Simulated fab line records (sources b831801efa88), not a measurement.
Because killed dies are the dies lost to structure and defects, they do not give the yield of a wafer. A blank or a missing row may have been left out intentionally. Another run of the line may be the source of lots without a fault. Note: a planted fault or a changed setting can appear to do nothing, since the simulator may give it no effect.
fab line records	flow sky130
[record] lots = 6	wafers = 18	lastDay = 50
route steps=708 shown PWDE@52 NWELL@56 PAD_OPEN@708
lots with no fault: from the same line, run without faults
startH: the number of hours between the record's first day and the start of the first shown wafer of the lot	waitH: hours from the lot's prior step to this one	" the same as in the row above	L1.1+2: a row that stands for several wafers	- no value, or no start was given	* or withheld: withheld	< > ~ a bound
route shown NAME@n: NAME is a module with steps in the file, n the number in the route of the first one	usual: mean/standard deviation taken from wafers without a fault	same: alike in all rows	chamber/n: place in a boat	sites: readings site by site	_std_site: their standard deviation	_edge_site: outer sites' mean less inner sites'	radiusMm: how far each site lies from the wafer's centre	mask NAME#n: copy n	behind: tool/chamber where the wafer was last shaped	hold: reason for holding the lot/hours on hold/outcome of the hold	device: which transistor (n, p or np) failed to switch	end of line: tests of these same wafers at the route's end	a step given without rows: its recipe and nothing more	killed: dies lost to structure and defects at the first sort, not the wafer's yield	map: dies across one wafer; x = killed, . = not, _ = none there
set.NAME: the setting that was run; set.NAME@STEP: the one run at that earlier step	model.NAME: the simulator's own value behind a step, which no gauge read
certain route steps with their lots: each step a table, each wafer a row
services: when a tool's chamber went out of use (startH, in hours from the record's first day, below 0 if earlier), for how many hours, and the reason
[[steps]]
[step SKY_PWDE_OVL_MEAS_07]
[usual] PWDE_OVL = 1.5/1.5
lot.wafer	tool	chamber	startH	waitH	PWDE_OVL[nm]
L185.1	overlay-01	-	84.02	-	2.0
L185.5	"	-	"	"	-0.2
L185.6	"	-	"	"	1.0
L190.1	overlay-02	-	114.87	-	4.4
L190.2	"	-	"	"	2.4
L190.3	"	-	"	"	2.5
L192.1	overlay-01	-	122.72	-	1.0
L192.3	"	-	"	"	-0.2
L192.4	"	-	"	"	0.0
L201.1	overlay-01	-	174.98	-	0.9
L201.2	"	-	"	"	2.1
L201.4	"	-	"	"	1.7
L204.1	overlay-02	-	190.53	-	3.0
L204.3	"	-	"	"	1.9
L204.5	"	-	"	"	2.3
L205.2	overlay-02	-	196.17	-	3.1
L205.4	"	-	"	"	2.2
L205.5	"	-	"	"	1.3
[step SKY_PWDE_IMPLANT_08]
[recipe] species = B	energyKev = 150	doseCm2 = 3.6e+12	tiltDeg = withheld
[step SKY_PWDE_STRIP_09]
[recipe] chemistry = O2/N2	powerW = 1400	pressureMtorr = 1500	platenTempC = withheld	o2FlowSccm = 3000	n2FlowSccm = 300	overashFraction = 0.5
[usual] drypumpMotorCurrentA = 6.2/0.32	oesProductAu = 0.722/0.0046	stripTimeToEndpointS = 36.92/0.1
lot.wafer	tool	chamber	startH	waitH	drypumpMotorCurrentA	oesProductAu	rfHoursCounterH	stripTimeToEndpointS
L185.1	plasmaAsher-01	1	84.20	0.1	6.4	0.725	40	36.90
L185.5	"	0	"	"	6.0	0.713	-	36.86
L185.6	"	1	"	"	6.4	0.720	-	36.98
L190.1	plasmaAsher-02	1	115.06	0.1	6.1	0.720	43	36.94
L190.2	"	0	"	"	6.7	0.726	43	37.00
L190.3	"	1	"	"	6.1	0.725	-	36.86
L192.1	plasmaAsher-01	0	122.90	0.1	6.0	0.726	0	36.89
L192.3	"	0	"	"	6.1	0.720	-	36.92
L192.4	"	1	"	"	6.4	0.721	-	36.92
L201.1	plasmaAsher-04	0	175.16	0.1	5.7	0.724	47	36.97
L201.2	"	1	"	"	5.9	0.722	47	36.81
L201.4	"	0	"	"	5.7	0.719	-	36.88
L204.1	plasmaAsher-04	0	190.71	0.1	5.7	0.729	49	36.88
L204.3	"	0	"	"	5.8	0.726	-	36.84
L204.5	"	0	"	"	5.8	0.722	-	36.86
L205.2	plasmaAsher-01	1	196.35	0.1	6.4	0.722	7	36.76
L205.4	"	1	"	"	6.4	0.723	-	36.85
L205.5	"	0	"	"	6.0	0.719	-	36.77
[step SKY_PWDE_TW_MEAS_10]
[usual] PWDE_TW = 376.8/2.7
lot.wafer	tool	chamber	startH	waitH	PWDE_TW
L185.1	filmMetro-04	-	84.30	0.1	375.1
L185.5	"	-	"	"	374.7
L185.6	"	-	"	"	376.4
L190.1	filmMetro-04	-	115.16	0.1	376.5
L190.2	"	-	"	"	377.0
L190.3	"	-	"	"	377.4
L192.1	filmMetro-04	-	123.00	0.1	376.5
L192.3	"	-	"	"	376.3
L192.4	"	-	"	"	374.3
L201.1	filmMetro-04	-	175.26	0.1	374.0
L201.2	"	-	"	"	373.9
L201.4	"	-	"	"	373.4
L204.1	filmMetro-03	-	190.81	0.1	373.6
L204.3	"	-	"	"	373.6
L204.5	"	-	"	"	375.5
L205.2	filmMetro-02	-	196.46	0.1	381.0
L205.4	"	-	"	"	383.2
L205.5	"	-	"	"	379.7
[step SKY_NWELL_DEHYDRATE_03]
[recipe] tempC = 200	timeS = 60
[step SKY_NWELL_HMDS_04]
[recipe] primeTimeS = 60	primeTempC = 120
[step SKY_NWELL_COAT_05]
[recipe] spinRpm = 2000	resistThkNm = 3000
[step SKY_NWELL_SOFTBAKE_06]
[recipe] tempC = 110	timeS = withheld
[step SKY_NWELL_EXPOSE_07]
[recipe] maskId = NWM	na = 0.6	sourceShape = conventional	sigmaOuter = 0.6	polarization = unpolarized	targetCdNm = 840	doseMj = 255
[step SKY_NWELL_PEB_08]
[recipe] tempC = 115	timeS = withheld
[step SKY_NWELL_DEVELOP_09]
[recipe] wallAngleDeg = 90	developer = TMAH	developTimeS = 60	devTempC = 23
[step SKY_NWELL_OVL_MEAS_10]
[usual] NWELL_00_OVL = 1.1/1.7
lot.wafer	tool	chamber	startH	waitH	NWELL_00_OVL[nm]
L185.1	overlay-01	-	101.22	-	1.4
L185.5	"	-	"	"	1.1
L185.6	"	-	"	"	0.1
L190.1	overlay-02	-	134.08	-	3.5
L190.2	"	-	"	"	2.9
L190.3	"	-	"	"	3.3
L192.1	overlay-01	-	141.98	-	0.2
L192.3	"	-	"	"	-1.7
L192.4	"	-	"	"	1.6
L201.1	overlay-01	-	196.27	-	0.8
L201.2	"	-	"	"	-0.4
L201.4	"	-	"	"	0.8
L204.1	overlay-02	-	212.92	-	-0.3
L204.3	"	-	"	"	-0.8
L204.5	"	-	"	"	-1.2
L205.2	overlay-01	-	218.43	-	0.5
L205.4	"	-	"	"	0.0
L205.5	"	-	"	"	2.4
[step SKY_NWELL_IMPLANT_11]
[recipe] species = P	energyKev = 400	doseCm2 = 1.9e+13	tiltDeg = withheld
[usual] beamEnergyKeV = 400.00/0.12
lot.wafer	tool	chamber	startH	waitH	beamEnergyKeV	model.implant.rpNm	model.implant.drpNm
L185.1	implanter-03	0	101.26	0.0	400.16	495	116.9
L185.5	"	0	"	"	400.10	495	116.9
L185.6	"	0	"	"	400.01	495	116.9
L190.1	implanter-01	0	134.11	0.0	399.96	499.7	116.9
L190.2	"	0	"	"	400.04	499.7	116.9
L190.3	"	0	"	"	399.90	499.7	116.9
L192.1	implanter-03	0	142.01	0.0	399.88	495.6	116.9
L192.3	"	0	"	"	399.82	495.6	116.9
L192.4	"	0	"	"	399.90	495.6	116.9
L201.1	implanter-01	0	196.31	0.0	380.36	475.8	113.7
L201.2	"	0	"	"	380.30	475.8	113.7
L201.4	"	0	"	"	380.23	475.8	113.7
L204.1	implanter-01	0	212.96	0.0	380.32	478	113.7
L204.3	"	0	"	"	380.60	478	113.7
L204.5	"	0	"	"	380.30	478	113.7
L205.2	implanter-03	0	218.49	0.0	400.07	479.6	116.9
L205.4	"	0	"	"	399.97	479.6	116.9
L205.5	"	0	"	"	399.92	479.6	116.9
[step SKY_NWELL_IMPLANT_12]
[recipe] species = P	energyKev = 120	doseCm2 = 1.3e+12	tiltDeg = withheld
[step SKY_NWELL_IMPLANT_13]
[recipe] species = P	energyKev = 50	doseCm2 = 7e+11	tiltDeg = withheld
[step SKY_NWELL_STRIP_14]
[recipe] chemistry = O2/N2	powerW = 1400	pressureMtorr = 1500	platenTempC = withheld	o2FlowSccm = 3000	n2FlowSccm = 300	overashFraction = 0.5
[usual] drypumpMotorCurrentA = 6.29/0.23	oesProductAu = 0.723/0.0044	stripTimeToEndpointS = 36.94/0.12
lot.wafer	tool	chamber	startH	waitH	drypumpMotorCurrentA	oesProductAu	rfHoursCounterH	stripTimeToEndpointS
L185.1	plasmaAsher-02	0	101.71	0.1	6.69	0.721	42	36.98
L185.5	"	1	"	"	6.09	0.724	-	36.95
L185.6	"	0	"	"	6.70	0.725	-	37.05
L190.1	plasmaAsher-02	0	134.56	0.1	6.69	0.724	45	36.90
L190.2	"	1	"	"	6.07	0.716	45	36.87
L190.3	"	1	"	"	6.06	0.727	-	36.90
L192.1	plasmaAsher-03	1	142.46	0.1	6.28	0.727	34	37.02
L192.3	"	0	"	"	6.21	0.725	-	37.07
L192.4	"	1	"	"	6.26	0.719	-	37.15
L201.1	plasmaAsher-02	1	196.76	0.1	6.08	0.727	52	36.85
L201.2	"	0	"	"	6.70	0.721	52	36.74
L201.4	"	0	"	"	6.69	0.723	-	36.78
L204.1	plasmaAsher-01	0	213.41	0.1	6.08	0.732	9	37.01
L204.3	"	0	"	"	6.04	0.718	-	37.09
L204.5	"	1	"	"	6.40	0.718	-	36.92
L205.2	plasmaAsher-03	0	218.91	0.1	6.21	0.732	43	36.93
L205.4	"	0	"	"	6.20	0.728	-	36.84
L205.5	"	1	"	"	6.28	0.726	-	36.74
[step SKY_NWELL_TW_MEAS_15]
[usual] NWELL_TW = 1831/14
lot.wafer	tool	chamber	startH	waitH	NWELL_TW
L185.1	filmMetro-03	-	101.81	0.1	1817
L185.5	"	-	"	"	1827
L185.6	"	-	"	"	1822
L190.1	filmMetro-02	-	134.66	0.1	1856
L190.2	"	-	"	"	1862
L190.3	"	-	"	"	1864
L192.1	filmMetro-03	-	142.56	0.1	1829
L192.3	"	-	"	"	1827
L192.4	"	-	"	"	1818
L201.1	filmMetro-03	-	196.86	0.1	1808
L201.2	"	-	"	"	1809
L201.4	"	-	"	"	1812
L204.1	filmMetro-03	-	213.51	0.1	1817
L204.3	"	-	"	"	1804
L204.5	"	-	"	"	1816
L205.2	filmMetro-03	-	219.02	0.1	1824
L205.4	"	-	"	"	1820
L205.5	"	-	"	"	1813
[step SKY_NWELL_DEHYDRATE_16]
[recipe] tempC = 200	timeS = 60
[step SKY_NWELL_HMDS_17]
[recipe] primeTimeS = 62.83	primeTempC = 120
[step SKY_NWELL_COAT_18]
[recipe] spinRpm = 2000	resistThkNm = 3000
[step SKY_NWELL_SOFTBAKE_19]
[recipe] tempC = 110	timeS = withheld
[step SKY_NWELL_EXPOSE_20]
[recipe] maskId = NWM_COMPLEMENT	na = 0.6	sourceShape = conventional	sigmaOuter = 0.6	polarization = unpolarized	targetCdNm = 840	doseMj = 260
[step SKY_NWELL_PEB_21]
[recipe] tempC = 115	timeS = withheld
[step SKY_NWELL_DEVELOP_22]
[recipe] wallAngleDeg = 90	developer = TMAH	developTimeS = 60	devTempC = 23
[step SKY_NWELL_OVL_MEAS_23]
[usual] NWELL_01_OVL = 0.4/1.5
lot.wafer	tool	chamber	startH	waitH	NWELL_01_OVL[nm]
L185.1	overlay-02	-	120.02	-	1.1
L185.5	"	-	"	"	1.4
L185.6	"	-	"	"	2.7
L190.1	overlay-01	-	154.02	-	0.8
L190.2	"	-	"	"	0.2
L190.3	"	-	"	"	-0.5
L192.1	overlay-01	-	162.57	-	2.4
L192.3	"	-	"	"	0.9
L192.4	"	-	"	"	0.4
L201.1	overlay-01	-	219.12	-	-0.6
L201.2	"	-	"	"	-1.8
L201.4	"	-	"	"	-3.0
L204.1	overlay-01	-	236.22	-	-0.8
L204.3	"	-	"	"	0.7
L204.5	"	-	"	"	0.6
L205.2	overlay-02	-	242.48	-	2.1
L205.4	"	-	"	"	3.2
L205.5	"	-	"	"	1.4
[step SKY_NWELL_IMPLANT_24]
[recipe] species = B	energyKev = 140	doseCm2 = 9.022e+12	tiltDeg = withheld
[step SKY_NWELL_STRIP_25]
[recipe] chemistry = O2/N2	powerW = 1400	pressureMtorr = 1500	platenTempC = withheld	o2FlowSccm = 3000	n2FlowSccm = 300	overashFraction = 0.5
[usual] drypumpMotorCurrentA = 6.28/0.23	oesProductAu = 0.722/0.0052	stripTimeToEndpointS = 36.96/0.1
lot.wafer	tool	chamber	startH	waitH	drypumpMotorCurrentA	oesProductAu	rfHoursCounterH	stripTimeToEndpointS
L185.1	plasmaAsher-02	1	120.21	0.1	6.10	0.713	44	37.03
L185.5	"	1	"	"	6.08	0.729	-	36.98
L185.6	"	0	"	"	6.71	0.724	-	36.99
L190.1	plasmaAsher-01	1	154.21	0.1	6.35	0.725	3	37.02
L190.2	"	0	"	"	6.01	0.722	3	36.98
L190.3	"	1	"	"	6.35	0.725	-	36.99
L192.1	plasmaAsher-03	0	162.76	0.1	6.18	0.716	36	36.90
L192.3	"	0	"	"	6.17	0.719	-	36.80
L192.4	"	1	"	"	6.28	0.716	-	36.83
L201.1	plasmaAsher-03	0	219.31	0.1	6.16	0.725	43	36.98
L201.2	"	1	"	"	6.27	0.730	43	36.98
L201.4	"	1	"	"	6.30	0.722	-	36.81
L204.1	plasmaAsher-01	0	236.41	0.1	6.04	0.724	12	36.95
L204.3	"	0	"	"	6.04	0.722	-	36.83
L204.5	"	0	"	"	6.05	0.729	-	36.85
L205.2	plasmaAsher-02	1	242.66	0.1	6.06	0.715	54	36.85
L205.4	"	0	"	"	6.69	0.719	-	36.84
L205.5	"	1	"	"	6.07	0.724	-	36.79
[step SKY_NWELL_TW_MEAS_26]
[usual] NWELL_2_TW = 498/4.5
lot.wafer	tool	chamber	startH	waitH	NWELL_2_TW
L185.1	filmMetro-02	-	120.31	0.1	503
L185.5	"	-	"	"	504
L185.6	"	-	"	"	503
L190.1	filmMetro-03	-	154.31	0.1	493
L190.2	"	-	"	"	491
L190.3	"	-	"	"	492
L192.1	filmMetro-02	-	162.86	0.1	503
L192.3	"	-	"	"	502
L192.4	"	-	"	"	506
L201.1	filmMetro-02	-	219.41	0.1	503
L201.2	"	-	"	"	502
L201.4	"	-	"	"	503
L204.1	filmMetro-04	-	236.51	0.1	496
L204.3	"	-	"	"	497
L204.5	"	-	"	"	497
L205.2	filmMetro-04	-	242.77	0.1	492
L205.4	"	-	"	"	494
L205.5	"	-	"	"	493
[step SKY_NWELL_CLEAN_27]
[recipe] chemistry = SC1/SC2	mix = 1:4:20	tempC = 70	timeS = 150	dry = n2Spin
[step SKY_NWELL_RTA_28]
[recipe] tempC = 1050	timeS = 30	idleTempC = 650	rampUpCPerS = 150	rampDownCPerS = 90	ambient = N2
[usual] lampPowerPct = 25.30/0.053	wafer_temp_C_max = 1054.8/1
lot.wafer	tool	chamber	startH	waitH	lampPowerPct	wafer_temp_C_max
L185.1	rtpAnneal-01	0	120.42	0.0	25.32	1055.0
L185.5	"	0	"	"	25.29	1054.9
L185.6	"	0	"	"	25.34	1055.9
L190.1	rtpAnneal-02	0	154.42	0.0	25.21	1054.2
L190.2	"	0	"	"	25.31	1054.3
L190.3	"	0	"	"	25.34	1055.3
L192.1	rtpAnneal-01	0	162.97	0.0	25.29	1055.4
L192.3	"	0	"	"	25.25	1053.3
L192.4	"	0	"	"	25.30	1054.7
L201.1	rtpAnneal-02	0	219.52	0.0	25.26	1055.7
L201.2	"	0	"	"	25.33	1054.6
L201.4	"	0	"	"	25.29	1053.7
L204.1	rtpAnneal-01	0	236.62	0.0	25.29	1054.4
L204.3	"	0	"	"	25.39	1055.0
L204.5	"	0	"	"	25.28	1053.9
L205.2	rtpAnneal-02	0	242.89	0.0	25.28	1054.1
L205.4	"	0	"	"	25.18	1055.4
L205.5	"	0	"	"	25.40	1053.3
[step SKY_NWELL_RS_MEAS_29]
[recipe] thkMeasGauge = four-point-probe
[usual] NWELL_RS = 624.4/2
lot.wafer	tool	chamber	startH	waitH	NWELL_RS[ohm/sq]
L185.1	filmMetro-04	-	120.52	0.1	626.7
L185.5	"	-	"	"	627.3
L185.6	"	-	"	"	626.1
L190.1	filmMetro-04	-	154.52	0.1	623.5
L190.2	"	-	"	"	622.7
L190.3	"	-	"	"	624.5
L192.1	filmMetro-02	-	163.21	0.2	624.8
L192.3	"	-	"	"	625.2
L192.4	"	-	"	"	624.8
L201.1	filmMetro-03	-	219.62	0.1	637.4
L201.2	"	-	"	"	636.4
L201.4	"	-	"	"	635.3
L204.1	filmMetro-04	-	236.82	0.2	631.7
L204.3	"	-	"	"	631.5
L204.5	"	-	"	"	632.3
L205.2	filmMetro-02	-	242.99	0.1	622.8
L205.4	"	-	"	"	622.4
L205.5	"	-	"	"	621.7
[step SKY_PAD_OPEN_PROBE_99]
[usual] killed_at_M0_to_M3 = 44/7.1	killed_at_M4_up = 3.3/1.8	killedAtContacts = 23/5.5	killedAtFrontEnd = 15/4.5	killedAtOther = 0.2/0.48	killedDies = 85/8.4	killedOpen = 46/6.6	killedShort = 39/6.1
[same] grossDies = 492	killedAtBackSide = 0
lot.wafer	tool	chamber	startH	waitH	killed_at_M0_to_M3	killed_at_M4_up	killedAtContacts	killedAtFrontEnd	killedAtOther	killedDies	killedOpen	killedShort	model.etest.resNwell.lineOhmUm	model.etest.resNwell.rsOhmSq	model.etest.tip_p_5v.rsOhmSq	model.etest.fieldP.vtV	model.etest.pfetG5v0d10v5.offLog10AUm	model.etest.pfet_01v8_lvt.offLog10AUm	model.etest.isoNwellNwell.leakLog10AUm	model.etest.pfetG5v0d10v5.vtSatV
L185.1	prober-02	-	1093.60	0.1	37	4	23	12	0	76	42	34	1165	947	2850	-40.95	-12.59	-8.489	-13.94	-0.648
L185.5	prober-02	-	1093.80	0.2	41	0	30	12	0	83	42	41	1154	964.2	2859	-41.13	-12.7	-8.543	-13.99	-0.6487
L185.6	prober-02	-	1093.85	0.2	33	4	26	13	0	76	40	36	1205	987.5	2830	-43.22	-12.81	-8.67	-14	-0.6564
L190.1	prober-01	-	1124.27	0.1	45	1	30	10	0	86	49	37	1087	902.7	2875	-38.99	-12.83	-8.771	-13.12	-0.6512
L190.2	prober-01	-	1124.32	0.1	35	3	26	8	0	72	44	28	1109	923.4	2893	-40.12	-12.92	-8.607	-13.04	-0.6541
L190.3	prober-01	-	1124.37	0.2	41	8	17	22	0	88	50	38	1108	925	2882	-40.1	-12.61	-8.48	-13.12	-0.6407
L192.1	prober-01	-	1134.54	0.1	39	2	18	24	1	84	35	49	1150	955.1	2877	-41.33	-12.13	-8.375	-13.77	-0.5917
L192.3	prober-01	-	1134.64	0.2	46	4	24	11	0	85	51	34	1120	933.3	2869	-40.28	-12.51	-8.555	-13.74	-0.6319
L192.4	prober-01	-	1134.69	0.2	46	3	21	14	0	84	48	36	1158	966.5	2866	-41.99	-12.39	-8.366	-13.9	-0.6233
L201.1	prober-01	-	1182.07	0.1	43	1	25	17	1	87	48	38	1288	1085	2913	-45.62	-12.88	-8.961	-13.91	-0.6706
L201.2	prober-01	-	1182.12	0.1	33	3	24	12	0	72	39	32	1250	1060	2905	-44.46	-13.09	-9.159	-13.84	-0.6903
L201.4	prober-01	-	1182.22	0.2	42	5	26	17	0	90	49	41	1269	1081	2933	-45.46	-13.09	-9.121	-13.89	-0.705
L204.1	prober-02	-	1191.62	0.1	38	3	13	16	0	70	37	31	1256	1034	2884	-43.67	-13.15	-9.085	-13.85	-0.6945
L204.3	prober-02	-	1191.72	0.2	39	1	16	12	0	68	40	28	1246	1026	2934	-43.55	-13.24	-9.075	-14.01	-0.7027
L204.5	prober-02	-	1191.82	0.2	35	4	26	19	0	84	44	38	1243	1028	2891	-43.4	-13.15	-8.972	-13.91	-0.6844
L205.2	prober-01	-	1196.44	0.1	50	4	32	14	0	100	52	48	1189	982.8	2910	-41.77	-13.31	-8.653	-13.9	-0.7223
L205.4	prober-01	-	1196.54	0.2	37	4	28	9	0	78	38	39	1275	1042	2904	-44.46	-12.88	-8.698	-13.9	-0.6709
L205.5	prober-01	-	1196.59	0.2	40	6	25	14	0	85	50	34	1260	1044	2912	-44.52	-12.8	-8.635	-13.96	-0.6606
// killed by level:class
L185.1 CONTACT:geometricParticle:open=10 VIA1:geometricParticle:open=6 LI_CONTACT:geometricParticle:open=5 METAL2:geometricParticle:short=5 VIA2:geometricParticle:open=5 VIA3:geometricParticle:open=5 POLY_GATE:geometricParticle:open=4 METAL3:geometricParticle:short=4
L185.5 VIA1:geometricParticle:open=10 LI_CONTACT:geometricParticle:open=9 CONTACT:geometricParticle:open=7 METAL1:geometricParticle:short=7 VIA1:geometricParticle:short=6 VIA3:geometricParticle:open=6 LI_CONTACT:geometricParticle:short=4 LOCAL_INTERCONNECT:geometricParticle:short=4
L185.6 CONTACT:geometricParticle:open=11 VIA3:geometricParticle:open=7 VIA1:geometricParticle:open=6 FIELD_ISO:geometricParticle:short=5 CONTACT:geometricParticle:short=5 METAL2:geometricParticle:short=5 LI_CONTACT:geometricParticle:open=4 FIELD_ISO:geometricParticle:open=3
L190.1 CONTACT:geometricParticle:open=10 VIA1:geometricParticle:open=8 LI_CONTACT:geometricParticle:open=7 METAL1:geometricParticle:short=6 VIA3:geometricParticle:short=6 LOCAL_INTERCONNECT:geometricParticle:short=5 VIA3:geometricParticle:open=5 FIELD_ISO:geometricParticle:open=4
L190.2 VIA1:geometricParticle:open=8 LOCAL_INTERCONNECT:geometricParticle:short=6 CONTACT:geometricParticle:open=6 VIA2:geometricParticle:open=6 VIA3:geometricParticle:open=5 LI_CONTACT:geometricParticle:open=5 METAL2:geometricParticle:short=5 LOCAL_INTERCONNECT:geometricParticle:open=4
L190.3 VIA1:geometricParticle:open=10 CONTACT:geometricParticle:open=9 VIA2:geometricParticle:open=7 FIELD_ISO:geometricParticle:open=6 FIELD_ISO:geometricParticle:short=6 METAL1:geometricParticle:short=5 METAL2:geometricParticle:short=5 METAL4:geometricParticle:short=5
L192.1 METAL1:geometricParticle:short=8 FIELD_ISO:geometricParticle:short=7 VIA3:geometricParticle:open=7 FIELD_ISO:geometricParticle:open=6 LI_CONTACT:geometricParticle:open=6 LOCAL_INTERCONNECT:geometricParticle:short=6 POLY_GATE:geometricParticle:open=5 POLY_GATE:geometricParticle:short=5
L192.3 VIA1:geometricParticle:open=11 LI_CONTACT:geometricParticle:open=9 VIA3:geometricParticle:open=8 METAL1:geometricParticle:short=7 CONTACT:geometricParticle:short=6 VIA2:geometricParticle:open=6 POLY_GATE:geometricParticle:open=5 CONTACT:geometricParticle:open=5
L192.4 CONTACT:geometricParticle:open=8 VIA1:geometricParticle:open=8 VIA2:geometricParticle:open=8 METAL1:geometricParticle:short=5 VIA3:geometricParticle:open=5 POLY_GATE:geometricParticle:open=4 LI_CONTACT:geometricParticle:open=4 CONTACT:geometricParticle:short=4
L201.1 CONTACT:geometricParticle:open=10 VIA1:geometricParticle:open=8 VIA2:geometricParticle:open=8 LI_CONTACT:geometricParticle:open=6 CONTACT:geometricParticle:short=6 VIA3:geometricParticle:open=6 VIA2:geometricParticle:short=5 POLY_GATE:geometricParticle:short=4
L201.2 CONTACT:geometricParticle:open=11 VIA1:geometricParticle:open=8 VIA1:geometricParticle:short=6 CONTACT:geometricParticle:short=6 VIA3:geometricParticle:open=5 FIELD_ISO:geometricParticle:open=4 LI_CONTACT:geometricParticle:open=4 METAL1:geometricParticle:short=4
L201.4 CONTACT:geometricParticle:open=11 LI_CONTACT:geometricParticle:open=7 VIA1:geometricParticle:open=7 METAL2:geometricParticle:short=6 METAL1:geometricParticle:short=5 VIA2:geometricParticle:open=5 VIA3:geometricParticle:short=5 FIELD_ISO:geometricParticle:open=4
L204.1 VIA1:geometricParticle:open=14 POLY_GATE:geometricParticle:open=5 CONTACT:geometricParticle:open=5 METAL2:geometricParticle:short=5 POLY_GATE:geometricParticle:short=4 METAL3:geometricParticle:short=4 VIA3:geometricParticle:open=4 LI_CONTACT:geometricParticle:open=3
L204.3 VIA1:geometricParticle:open=11 FIELD_ISO:geometricParticle:open=6 VIA1:geometricParticle:short=6 VIA3:geometricParticle:open=6 LI_CONTACT:geometricParticle:open=5 FIELD_ISO:geometricParticle:short=4 CONTACT:geometricParticle:open=4 METAL2:geometricParticle:short=4
L204.5 LI_CONTACT:geometricParticle:open=9 CONTACT:geometricParticle:open=8 VIA3:geometricParticle:open=7 FIELD_ISO:geometricParticle:short=4 POLY_GATE:geometricParticle:open=4 LOCAL_INTERCONNECT:geometricParticle:short=4 METAL1:geometricParticle:short=4 VIA3:geometricParticle:short=4
L205.2 VIA1:geometricParticle:open=11 CONTACT:geometricParticle:open=9 FIELD_ISO:geometricParticle:open=7 LI_CONTACT:geometricParticle:open=7 METAL2:geometricParticle:short=7 VIA2:geometricParticle:open=7 CONTACT:geometricParticle:short=6 LOCAL_INTERCONNECT:geometricParticle:short=6
L205.4 CONTACT:geometricParticle:open=11 LOCAL_INTERCONNECT:geometricParticle:short=8 VIA3:geometricParticle:open=8 VIA1:geometricParticle:open=6 VIA1:geometricParticle:short=6 FIELD_ISO:geometricParticle:open=4 LI_CONTACT:geometricParticle:open=4 CONTACT:geometricParticle:short=4
L205.5 VIA1:geometricParticle:open=15 LI_CONTACT:geometricParticle:open=7 CONTACT:geometricParticle:open=7 METAL2:geometricParticle:short=6 FIELD_ISO:geometricParticle:open=5 LOCAL_INTERCONNECT:geometricParticle:short=5 VIA2:geometricParticle:open=5 METAL4:geometricParticle:short=5
[[services]]
tool	chamber	startH	hours	kind
plasmaAsher-04	-	60.55	13.4	repair
implanter-03	-	67.93	1.6	repair
rtpAnneal-01	-	78.56	3.2	pm
plasmaAsher-02	-	79.30	6.7	repair
plasmaAsher-03	-	105.21	3.5	repair
plasmaAsher-01	-	108.78	9.0	pm
plasmaAsher-01	0	108.78	11.6	ventCycle
plasmaAsher-01	1	108.78	11.6	ventCycle
plasmaAsher-01	-	114.84	5.5	repair
plasmaAsher-01	0	117.78	-	clean
plasmaAsher-01	1	117.78	-	clean
plasmaAsher-03	-	134.10	2.8	pm
implanter-01	-	136.14	3.0	repair
implanter-01	-	153.05	3.8	repair
implanter-01	-	156.79	2.1	repair
implanter-01	-	168.44	8.2	repair
plasmaAsher-03	-	168.86	1.6	repair
plasmaAsher-01	-	183.32	2.7	repair
plasmaAsher-04	-	203.69	4.0	pm
plasmaAsher-02	-	204.16	15.6	pm
rtpAnneal-02	-	206.98	4.3	pm
plasmaAsher-04	-	217.50	3.7	repair
plasmaAsher-03	-	226.50	2.6	repair
plasmaAsher-03	-	232.62	1.0	repair
[[key]]
[firstSign] step = SKY_NWELL_IMPLANT_11	reading = beamEnergyKeV	direction = down	sigmas = 99+	usual = *	struck = *
[effect] step = SKY_NWELL_RS_MEAS_29	reading = NWELL_RS	direction = up	sigmas = 4.8	usual = 624.4	struck = 634.1
[modelEffect] step = SKY_NWELL_IMPLANT_11	value = implant.rpNm	without = 499	struck = 476.9
[modelEffect] step = SKY_PAD_OPEN_PROBE_99	value = etest.resNwell.lineOhmUm	without = 1139	struck = 1259
metAt SKY_NWELL_IMPLANT_11
struckWafers L201.1,L201.2,L201.4,L204.1,L204.3,L204.5
testerLeftOut L201,L204
onsetBetween 134.11 196.31
[fault] kind = processParameterDrift	tool = implanter-01	chamber = -	onsetH = 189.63	steps = SKY_NWELL_IMPLANT_11	channel = energyKev	offset = *	shape = step	endH = 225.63	actsIn = *	stated = *
// testerLeftOut: of these lots the tester's yield and bins aren't shown, on N5 and GAA mostly nor the transistor test; their killed dies are dies lost to structure and defects alone, not to doping, threshold or leakage, so they don't give the yield
